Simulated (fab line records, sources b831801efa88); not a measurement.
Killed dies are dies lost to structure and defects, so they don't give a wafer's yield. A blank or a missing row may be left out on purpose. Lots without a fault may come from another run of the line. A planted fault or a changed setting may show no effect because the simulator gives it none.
fab line records | flow gf180mcu
record lots=24 wafers=72 last_day=34
route steps=602 shown V1@351 M2@376 V3@432 V5@542
lots that met no fault: from a run of the same line without faults
start_h: hours from the record's first day to the start of the lot's first wafer shown | wait_h: hours since the lot's step before | " the same as in the row above | L1.1+2: a row that stands for several wafers | - no value, or no start given | * or withheld: withheld | < > ~ a bound
route shown NAME@n: a module of which the file shows steps, and the number in the route of the first | usual: mean/standard deviation of fault-free wafers | same: alike in all rows | chamber/n: place in a boat | sites: the reading at each site | _std_site: their standard deviation | _edge_site: outer sites' mean less inner sites' | radius_mm: how far each site lies from the wafer's centre | mask NAME#n: copy n | behind: the tool/chamber that last shaped the wafer | hold: why the lot was held/for how many hours/how that ended | device: the transistor (n, p or np) that didn't switch | end of line: the same wafers' tests at the end of the route | a step without rows: its recipe alone | killed: dies lost to structure and defects at the first sort, not the wafer's yield | map: a wafer's dies, x killed, . not, _ none there
set.NAME: the setting as run; set.NAME@STEP: as run at that earlier step | model.NAME: the simulator's own value behind a step, which no gauge read
steps of the route over a sample of lots; a table a step, a row a wafer
services: from which hour (start_h, from the record's first day; less than 0 if before it) a tool's chamber was out of use, for how many hours, and why
## steps
# step GF_V1_ETCH_16
# recipe chemistry=N2/H2 target_depth_a=withheld overetch_a=withheld time_s=withheld target=BARC ion_energy_ev=200 source_w=500 bias_w=100 pressure_mtorr=30 n2_flow_sccm=100 h2_flow_sccm=200
# usual chamber_pressure_mTorr=30.001/0.028 drypump_motor_current_A=5.7/0.33 oes_product_au=0.854/0.0052 throttle_valve_pct=13.224/0.0085
# columns lot.wafer tool chamber start_h wait_h chamber_pressure_mTorr drypump_motor_current_A oes_product_au throttle_valve_pct
L074.2 rie_diel-04 3 394.24 0.0 30.023 6.2 0.856 13.232
L074.3 " 2 " " 29.978 5.6 0.855 13.239
L074.5 " 1 " " 30.009 5.6 0.862 13.232
L075.3 rie_diel-04 3 411.91 0.0 29.982 6.2 0.857 13.229
L075.4 " 1 " " 29.971 5.6 0.860 13.228
L075.5 " 0 " " 30.050 6.0 0.854 13.214
L076.3 rie_diel-02 2 416.56 0.0 30.005 5.6 0.847 13.224
L076.4 " 1 " " 30.027 6.1 0.859 13.219
L076.6 " 0 " " 29.961 5.0 0.854 13.223
L077.2 rie_diel-04 0 435.04 0.0 30.029 6.0 0.854 13.228
L077.4 " 0 " " 29.998 6.1 0.847 13.211
L077.5 " 1 " " 30.048 5.6 0.854 13.215
L079.1 rie_diel-02 1 456.69 0.0 29.977 6.1 0.857 13.227
L079.2 " 2 " " 29.982 5.6 0.855 13.226
L079.3 " 3 " " 29.972 5.3 0.855 13.232
L078.1 rie_diel-03 0 458.04 0.0 30.068 5.5 0.854 13.224
L078.2 " 1 " " 30.003 5.8 0.847 13.238
L078.4 " 2 " " 29.989 5.2 0.857 13.226
L080.1 rie_diel-02 0 473.34 0.0 29.963 5.0 0.852 13.216
L080.2 " 2 " " 30.005 5.6 0.863 13.239
L080.6 " 1 " " 29.955 6.1 0.856 13.233
L081.1 rie_diel-03 1 475.11 0.0 29.992 5.9 0.859 13.217
L081.2 " 2 " " 29.975 5.2 0.857 13.230
L081.4 " 0 " " 30.016 5.5 0.858 13.217
L082.1 rie_diel-04 3 498.96 0.0 29.966 6.2 0.852 13.235
L082.2 " 2 " " 29.971 5.6 0.860 13.226
L082.4 " 1 " " 29.987 5.6 0.850 13.220
L083.2 rie_diel-04 3 508.04 0.0 30.009 6.2 0.850 13.218
L083.3 " 2 " " 30.017 5.6 0.860 13.213
L083.4 " 1 " " 30.000 5.6 0.859 13.216
L084.2 rie_diel-02 2 518.46 0.0 30.004 5.6 0.848 13.215
L084.5 " 2 " " 29.945 5.6 0.863 13.222
L084.6 " 3 " " 29.966 5.3 0.860 13.219
L085.1 rie_diel-03 0 519.71 0.0 29.970 5.5 0.855 13.215
L085.2 " 2 " " 29.997 5.3 0.858 13.221
L085.6 " 3 " " 29.999 6.0 0.845 13.219
L086.1 rie_diel-04 2 531.34 0.0 30.022 5.6 0.861 13.237
L086.3 " 1 " " 29.965 5.6 0.856 13.232
L086.4 " 3 " " 29.938 6.2 0.857 13.215
L088.1 rie_diel-03 1 540.34 0.0 29.989 5.9 0.849 13.233
L088.3 " 0 " " 29.992 5.4 0.848 13.225
L088.4 " 3 " " 30.057 6.0 0.854 13.218
L087.2 rie_diel-04 0 541.61 0.0 29.998 6.1 0.852 13.213
L087.4 " 1 " " 29.990 5.6 0.845 13.226
L087.5 " 2 " " 30.031 5.6 0.860 13.225
L089.1 rie_diel-03 0 553.59 0.0 29.968 5.4 0.861 13.219
L089.3 " 1 " " 30.020 5.9 0.863 13.219
L089.4 " 2 " " 30.017 5.2 0.866 13.226
L090.1 rie_diel-04 2 554.45 0.0 30.009 5.6 0.857 13.217
L090.3 " 1 " " 30.026 5.6 0.866 13.232
L090.5 " 1 " " 29.979 5.6 0.863 13.221
L091.2 rie_diel-03 2 562.21 0.0 29.993 5.2 0.847 13.227
L091.4 " 3 " " 30.006 6.0 0.862 13.220
L091.6 " 1 " " 29.999 5.8 0.857 13.229
L092.1 rie_diel-04 0 570.01 0.0 30.028 6.0 0.850 13.210
L092.3 " 2 " " 29.995 5.6 0.863 13.221
L092.4 " 2 " " 29.989 5.6 0.858 13.232
L093.1 rie_diel-03 3 574.31 0.0 30.043 6.0 0.844 13.203
L093.4 " 2 " " 30.003 5.2 0.858 13.217
L093.5 " 0 " " 29.989 5.5 0.855 13.233
L094.1 rie_diel-02 1 579.84 0.0 30.018 6.1 0.862 13.223
L094.4 " 0 " " 30.007 5.1 0.851 13.221
L094.6 " 1 " " 30.031 6.1 0.854 13.225
L095.1 rie_diel-04 2 583.31 0.0 30.017 5.6 0.843 13.231
L095.3 " 1 " " 29.987 5.6 0.856 13.235
L095.6 " 2 " " 29.979 5.6 0.849 13.230
L096.2 rie_diel-03 3 589.65 0.0 30.055 6.0 0.847 13.228
L096.3 " 0 " " 29.972 5.4 0.860 13.243
L096.4 " 2 " " 29.992 5.2 0.853 13.228
L097.1 rie_diel-04 3 597.60 0.0 30.008 6.2 0.849 13.217
L097.4 " 2 " " 29.960 5.6 0.863 13.218
L097.6 " 1 " " 30.017 5.6 0.858 13.227
# step GF_V1_ETCH_17
# recipe chemistry=C4F8/O2/Ar mask_material=KrF target=SiO2 stop_on=TiN source_w=1500 bias_w=1200 pressure_mtorr=40 c4f8_flow_sccm=withheld O2_flow_sccm=6 Ar_flow_sccm=300 time_s=withheld target_depth_a=6300
# usual chamber_pressure_mTorr=40.01/0.033 oes_product_au=0.856/0.005
# columns lot.wafer tool chamber start_h wait_h chamber_pressure_mTorr oes_product_au
L074.2 rie_diel-04 3 - - 40.04 0.857
L074.3 " 2 " " 39.97 0.862
L074.5 " 1 " " 40.03 0.852
L075.3 rie_diel-04 3 - - 39.97 0.852
L075.4 " 1 " " 40.01 0.847
L075.5 " 0 " " 39.94 0.862
L076.3 rie_diel-02 2 - - 40.04 0.862
L076.4 " 1 " " 40.01 0.855
L076.6 " 0 " " 40.02 0.859
L077.2 rie_diel-04 0 - - 40.03 0.859
L077.4 " 0 " " 39.99 0.867
L077.5 " 1 " " 40.00 0.844
L079.1 rie_diel-02 1 - - 40.00 0.860
L079.2 " 2 " " 40.01 0.856
L079.3 " 3 " " 40.01 0.852
L078.1 rie_diel-03 0 - - 40.00 0.851
L078.2 " 1 " " 40.02 0.849
L078.4 " 2 " " 39.98 0.849
L080.1 rie_diel-02 0 - - 39.98 0.853
L080.2 " 2 " " 39.98 0.854
L080.6 " 1 " " 40.01 0.856
L081.1 rie_diel-03 1 - - 40.02 0.862
L081.2 " 2 " " 40.00 0.862
L081.4 " 0 " " 39.96 0.863
L082.1 rie_diel-04 3 - - 40.02 0.854
L082.2 " 2 " " 40.00 0.856
L082.4 " 1 " " 40.03 0.862
L083.2 rie_diel-04 3 - - 40.01 0.854
L083.3 " 2 " " 39.97 0.852
L083.4 " 1 " " 40.06 0.850
L084.2 rie_diel-02 2 - - 40.04 0.849
L084.5 " 2 " " 39.99 0.852
L084.6 " 3 " " 40.09 0.850
L085.1 rie_diel-03 0 - - 39.93 0.857
L085.2 " 2 " " 40.05 0.846
L085.6 " 3 " " 39.98 0.854
L086.1 rie_diel-04 2 - - 39.99 0.858
L086.3 " 1 " " 40.03 0.859
L086.4 " 3 " " 40.02 0.859
L088.1 rie_diel-03 1 - - 40.01 0.851
L088.3 " 0 " " 40.01 0.848
L088.4 " 3 " " 40.05 0.855
L087.2 rie_diel-04 0 - - 39.99 0.867
L087.4 " 1 " " 39.99 0.860
L087.5 " 2 " " 39.95 0.859
L089.1 rie_diel-03 0 - - 40.05 0.852
L089.3 " 1 " " 40.02 0.849
L089.4 " 2 " " 40.01 0.857
L090.1 rie_diel-04 2 - - 39.97 0.857
L090.3 " 1 " " 39.96 0.852
L090.5 " 1 " " 40.05 0.856
L091.2 rie_diel-03 2 - - 40.03 0.847
L091.4 " 3 " " 39.98 0.858
L091.6 " 1 " " 40.04 0.861
L092.1 rie_diel-04 0 - - 40.03 0.853
L092.3 " 2 " " 39.99 0.857
L092.4 " 2 " " 40.00 0.857
L093.1 rie_diel-03 3 - - 40.01 0.862
L093.4 " 2 " " 39.95 0.858
L093.5 " 0 " " 40.02 0.855
L094.1 rie_diel-02 1 - - 40.04 0.850
L094.4 " 0 " " 40.05 0.860
L094.6 " 1 " " 39.99 0.851
L095.1 rie_diel-04 2 - - 40.05 0.853
L095.3 " 1 " " 39.99 0.854
L095.6 " 2 " " 39.93 0.858
L096.2 rie_diel-03 3 - - 40.03 0.855
L096.3 " 0 " " 39.98 0.860
L096.4 " 2 " " 40.02 0.847
L097.1 rie_diel-04 3 - - 39.98 0.846
L097.4 " 2 " " 40.01 0.852
L097.6 " 1 " " 40.01 0.853
# step GF_V1_CMP_26
# recipe stop_on=SiO2 down_force_psi=3.5 platen_rpm=60 t_overpolish_s=15 target_thk_nm=0 pad_velocity_m_s=0.94248
# usual motor_current_A=11.3/1.2 overpolish_run_s=15.000/0.0094 slurry_filter_dp_kPa=13.50/0.14 time_to_endpoint_s=84/3.2
# columns lot.wafer tool chamber start_h wait_h motor_current_A overpolish_run_s slurry_filter_dp_kPa time_to_endpoint_s
L074.2 cmp-02 1 395.30 0.0 10.7 14.991 13.67 88
L074.3 " 0 " " 13.1 14.994 13.63 86
L074.5 " 2 " " 9.8 15.000 13.58 83
L075.3 cmp-02 2 413.53 0.1 9.1 15.000 13.44 83
L075.4 " 3 " " 12.4 15.009 13.48 84
L075.5 " 1 " " 11.1 15.015 13.64 86
L076.3 cmp-02 1 417.61 0.0 10.8 15.004 13.73 87
L076.4 " 3 " " 12.0 15.003 13.42 83
L076.6 " 2 " " 8.9 15.003 13.31 80
L077.4 cmp-02 2 436.27 0.2 8.8 15.001 13.70 87
L077.2 " 0 " " 12.9 15.000 13.56 85
L077.5 " 2 " " 9.7 15.000 13.33 84
L079.1 cmp-02 3 457.91 0.2 12.0 15.010 13.71 85
L079.3 " 0 " " 12.4 15.023 13.77 85
L079.2 " 1 " " 11.1 14.993 13.54 87
L078.2 cmp-02 0 459.15 0.1 12.7 15.015 13.23 85
L078.4 " 1 " " 11.5 15.009 13.57 89
L078.1 " 2 " " 9.8 14.992 13.48 83
L080.1 cmp-02 0 474.40 0.1 12.6 14.997 13.37 85
L080.2 " 2 " " 9.4 14.994 13.48 80
L080.6 " 0 " " 12.3 14.996 13.51 84
L081.1 cmp-02 0 476.16 0.1 12.3 14.996 13.65 86
L081.4 " 2 " " 9.8 15.001 13.42 83
L081.2 " 3 " " 12.3 14.988 13.83 87
L082.1 cmp-02 2 500.01 0.1 10.2 14.995 13.59 85
L082.4 " 3 " " 12.5 15.002 13.18 87
L082.2 " 1 " " 11.5 15.021 13.44 90
L083.4 cmp-02 2 509.18 0.1 9.6 14.997 13.45 82
L083.2 " 3 " " 12.6 15.002 13.63 81
L083.3 " 0 " " 12.6 14.995 13.32 83
L084.2 cmp-01 2 519.56 0.1 10.5 15.008 13.65 85
L084.5 " 1 " " 10.3 14.998 13.31 84
L084.6 " 2 " " 11.0 15.007 13.44 87
L085.1 cmp-01 0 520.88 0.1 11.1 14.985 13.60 90
L085.2 " 1 " " 10.0 14.990 13.74 85
L085.6 " 0 " " 10.7 15.015 13.53 89
L086.3 cmp-01 3 532.74 0.0 13.0 14.997 13.74 81
L086.1 " 0 " " 10.4 15.018 13.54 88
L086.4 " 2 " " 10.9 14.999 13.45 84
L088.1 cmp-02 1 541.54 0.1 11.1 15.003 13.57 86
L088.4 " 3 " " 12.6 15.009 13.59 79
L088.3 " 0 " " 12.6 14.993 13.41 80
L087.2 cmp-02 1 542.75 0.1 10.4 14.992 13.76 84
L087.4 " 2 " " 9.8 15.011 13.53 78
L087.5 " 0 " " 13.0 15.009 13.55 78
L089.1 cmp-02 0 554.65 0.1 12.7 15.004 13.83 85
L089.3 " 1 " " 11.3 14.995 13.37 84
L089.4 " 3 " " 12.4 14.996 13.41 83
L090.3 cmp-01 2 555.51 0.0 11.1 14.992 13.33 85
L090.1 " 0 " " 10.9 15.008 13.49 84
L090.5 " 2 " " 11.5 15.021 13.57 86
L091.4 cmp-01 3 563.42 0.1 13.3 14.996 13.44 86
L091.2 " 1 " " 10.7 15.004 13.48 86
L091.6 " 3 " " 12.7 14.992 13.55 87
L092.3 cmp-02 2 571.06 0.0 9.8 15.006 13.39 79
L092.1 " 3 " " 13.1 14.988 13.30 79
L092.4 " 1 " " 11.3 15.023 13.65 82
L093.4 cmp-01 1 575.50 0.1 10.5 14.993 13.60 81
L093.1 " 2 " " 10.6 14.999 13.68 83
L093.5 " 3 " " 12.6 14.994 13.46 81
L094.4 cmp-02 3 580.95 0.1 12.6 15.002 13.52 81
L094.1 " 0 " " 12.6 14.989 13.59 83
L094.6 " 3 " " 12.0 14.983 13.46 84
L095.3 cmp-01 0 584.36 0.0 10.3 15.001 13.50 82
L095.1 " 1 " " 10.1 15.005 13.42 80
L095.6 " 1 " " 10.9 15.003 13.70 79
L096.4 cmp-02 1 590.84 0.1 11.5 14.992 13.35 87
L096.2 " 2 " " 10.0 14.989 13.37 83
L096.3 " 3 " " 12.3 14.981 13.24 82
L097.4 cmp-01 2 598.77 0.1 10.1 15.016 13.41 83
L097.1 " 3 " " 13.2 15.011 13.40 84
L097.6 " 1 " " 10.6 15.006 13.70 85
# step GF_M2_CD_MEAS_14
# recipe target_cd_nm=280
# usual cd_nm=279.9/1.2
# columns lot.wafer tool chamber start_h wait_h cd_nm
L074.2 cd_sem-02 - 419.51 0.1 282.5
L074.3 " - " " 282.1
L074.5 " - " " 280.9
L075.3 cd_sem-01 - 438.48 0.1 278.8
L075.4 " - " " 278.9
L075.5 " - " " 277.9
L076.3 cd_sem-02 - 442.16 0.2 277.9
L076.4 " - " " 277.4
L076.6 " - " " 276.7
L077.2 cd_sem-01 - 461.22 0.1 280.9
L077.4 " - " " 280.0
L077.5 " - " " 279.9
L079.1 cd_sem-02 - 483.49 0.1 280.4
L079.2 " - " " 280.4
L079.3 " - " " 280.0
L078.1 cd_sem-02 - 484.65 0.1 280.9
L078.2 " - " " 280.8
L078.4 " - " " 281.1
L080.1 cd_sem-02 - 499.80 0.1 279.3
L080.2 " - " " 279.8
L080.6 " - " " 279.2
L081.1 cd_sem-01 - 501.49 0.1 280.2
L081.2 " - " " 278.7
L081.4 " - " " 278.6
L082.1 cd_sem-02 - 523.65 0.1 278.8
L082.2 " - " " 279.0
L082.4 " - " " 279.1
L083.2 cd_sem-01 - 532.50 0.1 280.8
L083.3 " - " " 281.1
L083.4 " - " " 280.0
L084.2 cd_sem-01 - 542.42 0.1 281.0
L084.5 " - " " 279.6
L084.6 " - " " 279.6
L085.1 cd_sem-01 - 543.68 0.1 281.5
L085.2 " - " " 280.1
L085.6 " - " " 280.4
L086.1 cd_sem-01 - 555.63 0.1 278.6
L086.3 " - " " 279.7
L086.4 " - " " 278.6
L088.1 cd_sem-02 - 563.37 0.1 279.9
L088.3 " - " " 281.0
L088.4 " - " " 280.9
L087.2 cd_sem-02 - 565.45 0.1 280.3
L087.4 " - " " 280.8
L087.5 " - " " 279.7
L089.1 cd_sem-02 - 577.07 0.2 281.7
L089.3 " - " " 279.2
L089.4 " - " " 280.8
L090.1 cd_sem-02 - 578.05 0.1 277.4
L090.3 " - " " 278.0
L090.5 " - " " 278.2
L091.2 cd_sem-02 - 585.02 0.1 279.6
L091.4 " - " " 279.0
L091.6 " - " " 279.2
L092.1 cd_sem-01 - 592.65 0.1 280.9
L092.3 " - " " 280.1
L092.4 " - " " 279.1
L093.1 cd_sem-02 - 597.00 0.1 279.7
L093.4 " - " " 278.2
L093.5 " - " " 279.2
L094.1 cd_sem-01 - 602.40 0.1 282.4
L094.4 " - " " 280.6
L094.6 " - " " 279.7
L095.1 cd_sem-01 - 605.80 0.1 278.9
L095.3 " - " " 280.2
L095.6 " - " " 280.5
L096.2 cd_sem-01 - 612.77 0.1 281.0
L096.3 " - " " 282.8
L096.4 " - " " 281.2
L097.1 cd_sem-02 - 620.25 0.1 279.9
L097.4 " - " " 279.6
L097.6 " - " " 280.0
# step GF_V3_THK_MEAS_03
# recipe reads=SiO2_of_V3_CVD_02
# usual V3_CVD_02_THK=848/11
# columns lot.wafer tool chamber start_h wait_h V3_CVD_02_THK[nm]
L074.2 film_metro-02 - 473.52 0.0 837
L074.3 " - " " 846
L074.5 " - " " 853
L075.3 film_metro-04 - 492.11 0.1 843
L075.4 " - " " 855
L075.5 " - " " 862
L076.3 film_metro-01 - 496.13 0.1 848
L076.4 " - " " 855
L076.6 " - " " 851
L077.2 film_metro-01 - 513.01 0.0 820
L077.4 " - " " 834
L077.5 " - " " 843
L079.1 film_metro-04 - 535.11 0.0 847
L079.2 " - " " 847
L079.3 " - " " 837
L078.1 film_metro-02 - 536.32 0.0 838
L078.2 " - " " 848
L078.4 " - " " 849
L080.1 film_metro-02 - 549.25 0.0 850
L080.2 " - " " 852
L080.6 " - " " 859
L081.1 film_metro-04 - 551.15 0.0 843
L081.2 " - " " 833
L081.4 " - " " 845
L082.1 film_metro-02 - 572.83 0.0 840
L082.2 " - " " 827
L082.4 " - " " 848
L083.2 film_metro-02 - 579.99 0.0 846
L083.3 " - " " 860
L083.4 " - " " 864
L084.2 film_metro-01 - 589.85 0.0 837
L084.5 " - " " 857
L084.6 " - " " 849
L085.1 film_metro-04 - 591.11 0.0 854
L085.2 " - " " 853
L085.6 " - " " 881
L086.1 film_metro-04 - 602.50 0.0 836
L086.3 " - " " 839
L086.4 " - " " 842
L088.1 film_metro-01 - 610.67 0.0 855
L088.3 " - " " 869
L088.4 " - " " 861
L087.2 film_metro-02 - 612.62 0.0 839
L087.4 " - " " 868
L087.5 " - " " 857
L089.1 film_metro-01 - 623.19 0.0 828
L089.3 " - " " 842
L089.4 " - " " 861
L090.1 film_metro-01 - 623.86 0.0 837
L090.3 " - " " 838
L090.5 " - " " 855
L091.2 film_metro-04 - 631.13 0.0 843
L091.4 " - " " 850
L091.6 " - " " 850
L092.1 film_metro-01 - 637.79 0.0 836
L092.3 " - " " 827
L092.4 " - " " 844
L093.1 film_metro-02 - 641.90 0.0 848
L093.4 " - " " 848
L093.5 " - " " 850
L094.1 film_metro-04 - 646.90 0.0 833
L094.4 " - " " 855
L094.6 " - " " 840
L095.1 film_metro-01 - 650.24 0.0 843
L095.3 " - " " 850
L095.6 " - " " 855
L096.2 film_metro-04 - 656.32 0.0 828
L096.3 " - " " 845
L096.4 " - " " 840
L097.1 film_metro-04 - 663.84 0.0 836
L097.4 " - " " 854
L097.6 " - " " 860
# step GF_V5_CVD_02
# recipe material=SiO2 target_thk_nm=1450 precursor=TEOS temp_c=400 time_s=163.28 rf_w=600
# usual heater_power_w=644/92
# columns lot.wafer tool chamber start_h wait_h heater_power_w
L074.2 pecvd-04 2 594.22 0.0 744
L074.3 " 0 " " 495
L074.5 " 1 " " 436
L075.3 pecvd-02 2 610.84 0.0 801
L075.4 " 1 " " 509
L075.5 " 0 " " 708
L076.3 pecvd-04 0 614.09 0.0 605
L076.4 " 1 " " 534
L076.6 " 2 " " 611
L077.2 pecvd-02 2 628.66 0.0 737
L077.4 " 0 " " 591
L077.5 " 2 " " 799
L079.1 pecvd-02 0 647.13 0.1 666
L079.2 " 2 " " 666
L079.3 " 1 " " 587
L078.1 pecvd-02 2 648.19 0.1 750
L078.2 " 0 " " 615
L078.4 " 2 " " 829
L080.1 pecvd-01 1 659.48 0.1 639
L080.2 " 0 " " 796
L080.6 " 0 " " 626
L081.1 pecvd-02 1 661.30 0.1 572
L081.2 " 0 " " 720
L081.4 " 2 " " 644
L082.1 pecvd-02 1 679.59 0.1 592
L082.2 " 0 " " 675
L082.4 " 0 " " 737
L083.2 pecvd-01 1 686.79 0.0 676
L083.3 " 1 " " 740
L083.4 " 2 " " 665
L084.2 pecvd-01 0 694.96 0.0 788
L084.5 " 0 " " 639
L084.6 " 2 " " 503
L085.1 pecvd-04 1 696.99 0.1 443
L085.2 " 2 " " 722
L085.6 " 2 " " 613
L086.1 pecvd-01 1 705.33 0.1 652
L086.3 " 2 " " 617
L086.4 " 1 " " 725
L088.1 pecvd-02 1 712.31 0.1 591
L088.3 " 2 " " 727
L088.4 " 0 " " 607
L087.2 pecvd-02 2 714.36 0.0 739
L087.4 " 2 " " 650
L087.5 " 1 " " 508
L089.1 pecvd-02 2 725.03 0.1 682
L089.3 " 2 " " 754
L089.4 " 0 " " 729
L090.1 pecvd-01 1 726.25 0.1 693
L090.3 " 2 " " 585
L090.5 " 1 " " 583
L091.2 pecvd-02 2 731.58 0.0 760
L091.4 " 1 " " 617
L091.6 " 0 " " 744
L092.1 pecvd-01 0 738.59 0.1 778
L092.3 " 2 " " 616
L092.4 " 0 " " 625
L093.1 pecvd-02 2 741.08 0.1 710
L093.4 " 0 " " 596
L093.5 " 2 " " 787
L094.1 pecvd-04 2 745.01 0.1 611
L094.4 " 0 " " 484
L094.6 " 1 " " 540
L095.1 pecvd-04 1 747.54 0.1 555
L095.3 " 0 " " 594
L095.6 " 0 " " 498
L096.2 pecvd-01 2 753.95 0.0 666
L096.3 " 0 " " 793
L096.4 " 0 " " 637
L097.1 pecvd-01 2 761.28 0.1 603
L097.4 " 0 " " 644
L097.6 " 1 " " 586
## services
# columns tool chamber start_h hours kind
cmp-02 - 382.05 0.2 repair
rie_diel-02 - 397.41 4.0 repair
rie_diel-03 - 397.61 2.8 pm
cmp-02 - 450.03 0.6 repair
rie_diel-04 - 454.14 1.0 repair
rie_diel-04 2 477.25 15.8 repair
rie_diel-03 1 491.01 2.7 repair
rie_diel-03 0 499.86 5.1 repair
rie_diel-02 0 502.22 21.8 repair
rie_diel-03 3 527.46 5.4 repair
cmp-02 - 532.02 9.5 pm
rie_diel-04 3 537.96 44.6 repair
cmp-02 - 572.00 4.0 pm
rie_diel-02 3 583.94 7.8 repair
pecvd-02 - 591.12 14.0 pm
rie_diel-04 1 609.89 12.5 repair
rie_diel-02 1 616.00 30.3 repair
cmp-02 - 618.78 7.5 pm
cmp-02 - 630.56 1.2 repair
rie_diel-02 0 676.26 1.4 repair
rie_diel-04 0 695.60 5.2 repair
pecvd-02 1 722.79 6.2 repair
pecvd-02 - 725.42 1.0 repair
rie_diel-03 0 731.34 2.1 repair
## key
fault none
